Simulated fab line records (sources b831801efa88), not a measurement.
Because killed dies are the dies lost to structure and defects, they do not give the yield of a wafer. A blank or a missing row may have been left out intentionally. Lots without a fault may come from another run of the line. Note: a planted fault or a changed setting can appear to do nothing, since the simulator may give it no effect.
Check of tool commonality ; flow sky130 ; 12 lots and 36 wafers in the sample

## WHY THIS WAS OPENED
SKY_SD_N_RS_MEAS_16, reading SD_N_RS: flagged on 3 of 12 lots. Fault-free wafers read 68.50 ohm/sq, with a standard deviation of 0.14.
Rule: a lot is flagged in two cases, either no wafer of it has a number, or all its wafers with numbers fall more than 4 standard deviations from that mean. The rest of the lots are taken to be sound.

lot;measured;on;SD_N_RS (ohm/sq), wafer by wafer;flag
L331;day 28 17:37;film metro-04;68.65 68.80 68.67;
L332;day 28 20:49;film metro-01;68.31 68.33 68.33;
L334;day 30 01:59;film metro-01;68.46 68.43 68.28;
L336;day 30 17:11;film metro-01;68.46 68.29 68.43;
L337;day 30 23:44;film metro-04;68.99 68.67 68.67;
L338;day 31 11:33;film metro-02;68.36 68.33 68.51;
L339;day 31 15:38;film metro-01;68.40 68.51 68.61;
L340;day 32 07:32;film metro-02;68.46 68.37 68.47;
L341;day 32 09:10;film metro-02;68.56 68.60 68.48;
L346;day 33 13:17;film metro-04;71.29 71.40 71.38;FLAGGED
L348;day 33 23:10;film metro-02;71.17 71.10 71.26;FLAGGED
L350;day 34 11:22;film metro-02;71.13 70.98 71.23;FLAGGED
On average the flagged lots' numbers are 71.22 ohm/sq, which is +2.72 ohm/sq against the usual, or +19 standard deviations.

## LOT BY LOT: THE TOOL USED
2 process steps preceding the reading are held in the record, out of 708 steps in the route. Read each cell as the tool, then ch plus the chambers that the sampled wafers visited, then the start.
lot;flag;SKY_POLY_CUT_ETCH_10;SKY_SD_N_RTA_14
L331;;rie diel-03 ch 0,2,3, day 25 01:49;rtp anneal-02 ch 0, day 28 17:26
L332;;rie diel-03 ch 0,2,3, day 25 05:25;rtp anneal-01 ch 0, day 28 20:38
L334;;rie diel-03 ch 1,2,3, day 26 11:29;rtp anneal-02 ch 0, day 30 01:49
L336;;rie diel-04 ch 1,3, day 27 04:53;rtp anneal-01 ch 0, day 30 17:01
L337;;rie diel-04 ch 1,3, day 27 11:04;rtp anneal-02 ch 0, day 30 23:34
L338;;rie diel-04 ch 0,2,3, day 27 23:07;rtp anneal-01 ch 0, day 31 11:23
L339;;rie diel-02 ch 0,3, day 28 04:25;rtp anneal-02 ch 0, day 31 15:26
L340;;rie diel-03 ch 1,2, day 28 20:01;rtp anneal-01 ch 0, day 32 07:21
L341;;rie diel-04 ch 0,2,3, day 28 21:52;rtp anneal-02 ch 0, day 32 09:00
L346;FLAGGED;rie diel-03 ch 0,2,3, day 30 03:31;rtp anneal-01 ch 0, day 33 13:07
L348;FLAGGED;rie diel-04 ch 0,1,3, day 30 13:46;rtp anneal-01 ch 0, day 33 23:00
L350;FLAGGED;rie diel-03 ch 2,3, day 31 03:16;rtp anneal-01 ch 0, day 34 11:10
What is done by these steps:
- SKY_POLY_CUT_ETCH_10: etches BARC in N2/H2, stops on SiO2, time 45.9 s, target depth 60 nm.
- SKY_SD_N_RTA_14: time 2 s.
- SKY_SD_N_RS_MEAS_16: measures by four-point-probe.

## FLAGGED AGAINST TOTAL, ONE TOOL AT A TIME (gauges that did the reading follow at the end)
step;tool;lots run;flagged;share of the flagged lots;sound lots run after its first flagged lot
SKY_POLY_CUT_ETCH_10;rie diel-02;1;0;none;-
SKY_POLY_CUT_ETCH_10;rie diel-03;6;2;some;0
SKY_POLY_CUT_ETCH_10;rie diel-04;5;1;some;0
SKY_SD_N_RTA_14;rtp anneal-01;7;3;all;0
SKY_SD_N_RTA_14;rtp anneal-02;5;0;none;-
SKY_SD_N_RS_MEAS_16;film metro-01;4;0;none;-
SKY_SD_N_RS_MEAS_16;film metro-02;5;2;some;0
SKY_SD_N_RS_MEAS_16;film metro-04;3;1;some;0

## WHAT IS ALLOWED BY THE TABLE
In the table, 1 row covers all flagged lots: rtp anneal-01 at SKY_SD_N_RTA_14.
- rtp anneal-01 at SKY_SD_N_RTA_14: 3 of its 7 lots flagged. A fault beginning between L340 (day 32 07:21), its last sound lot, and L346 (day 33 13:07), its first flagged one, fits the data.
rtp anneal-01 at SKY_SD_N_RTA_14 is the single tool remaining.

## WHAT THE SIMULATOR PUT IN
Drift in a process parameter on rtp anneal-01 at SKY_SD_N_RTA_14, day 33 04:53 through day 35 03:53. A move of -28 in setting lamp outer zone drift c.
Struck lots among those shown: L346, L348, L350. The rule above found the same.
